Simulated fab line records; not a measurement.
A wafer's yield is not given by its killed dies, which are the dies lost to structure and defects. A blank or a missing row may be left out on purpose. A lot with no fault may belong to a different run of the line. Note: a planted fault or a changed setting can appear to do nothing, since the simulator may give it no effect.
Code-filled problem report in 8D (eight disciplines) form ; flow gf180mcu ; the parts of the form that need people (team, actions taken, sign-off) are left out

1. WHAT IS WRONG
Across 6 wafers from 2 lots, PSD_TW at GF_PSD_TW_MEAS_11 averages 2923, while fault-free wafers read 3149 with a standard deviation of 14. Relative to the usual mean, that is a shift of -16 standard deviations.
Seen first at day 17 09:14 on filmMetro-04, wafer L894.2. The record holds 33 wafers of 11 lots with a number at this step. Rule for "out", or "out of limits": more than 4 standard deviations from the usual mean. The rest of the wafers with a number are treated as sound.

2. WHAT IT IS; WHAT IT IS NOT
question;is;is not
which readings at this step;PSD_TW;-
which lots;L894, L895;L887, L901, L902, L903, L904, L905, L906, L907, L908
which wafers of those lots;all that have a number;-
read on which gauges;filmMetro-02, filmMetro-04;filmMetro-01
when;from day 17 09:14;"up to then (3 sound wafers); but 24 sound wafers of L901, L902, L903, L904, L905, L906, L907, L908 came after"

3. THE SUSPECTS, EACH WITH WHAT RULES IT OUT
Counting: a tool stays on the suspect list if, at a process step up to the reading, it processed all lots that are out and no sound lot following the first of them.
- the gauge at GF_PSD_TW_MEAS_11: ruled out. 2 gauges (filmMetro-02, filmMetro-04) read the wafers that are out.
- implanter-03 at GF_PSD_IMPLANT_09: ruled out as a lasting fault. Following L894 (day 17 09:00), the first lot on it that is out, the sound lots L905, L907 were run on it.
Left after counting: nothing in the record.

4. THE CAUSE (what the simulator had put in)
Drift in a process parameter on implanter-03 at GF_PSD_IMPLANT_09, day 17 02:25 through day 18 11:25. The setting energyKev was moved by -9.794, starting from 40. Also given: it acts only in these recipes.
It was ruled out by counting, in error; the rule expects a fault to strike all lots run on its tool from its start on, and this fault did not.

5. SEQUENCE OF EFFECTS, ordered by route
Each row: a reading where the mean over the struck wafers with a number is more than 3 standard deviations away from the usual. Only readings whose record carries a usual standard deviation are examined. hours: median over the lots of the time between each lot's start at the first step of this table that gives one and its start at this step. sigmas: the change, counted in usual standard deviations.
hours;step;reading;usual;on struck wafers;change;sigmas
0;GF_PSD_IMPLANT_09;beamEnergyKeV;39.997;30.207;-9.790;-99 or more
0;GF_PSD_STRIP_10;oesProductAu;0.591 a.u.;0.614;+0.023;+5.0
0;GF_PSD_STRIP_10;stripTimeToEndpointS;16.51 s;15.56;-0.95;-26
0;GF_PSD_TW_MEAS_11;PSD_TW;3149;2923;-226;-16
1;GF_PSD_RS_MEAS_15;PSD_RS;108.39 ohm/sq;122.75;+14.36;+55
Here are the process steps it includes:
- GF_PSD_IMPLANT_09
- GF_PSD_STRIP_10: strips in O2/N2.
Later steps that measure or inspect, where all struck wafers having a row at the step show a number for every such reading and not one has moved that far: GF_TOP_METAL_OVL_MEAS_15.

6. WHAT WOULD HAVE CAUGHT IT SOONER
7 hours passed between the start of the fault at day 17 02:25 and the first reading out of limits at a measuring or inspecting step in this record, taken at day 17 09:14.
At GF_PSD_IMPLANT_09, the tool's own readings (beamEnergyKeV) were out on each struck wafer the step has a row for, so an alarm limit on them would have fired on the first such wafer.
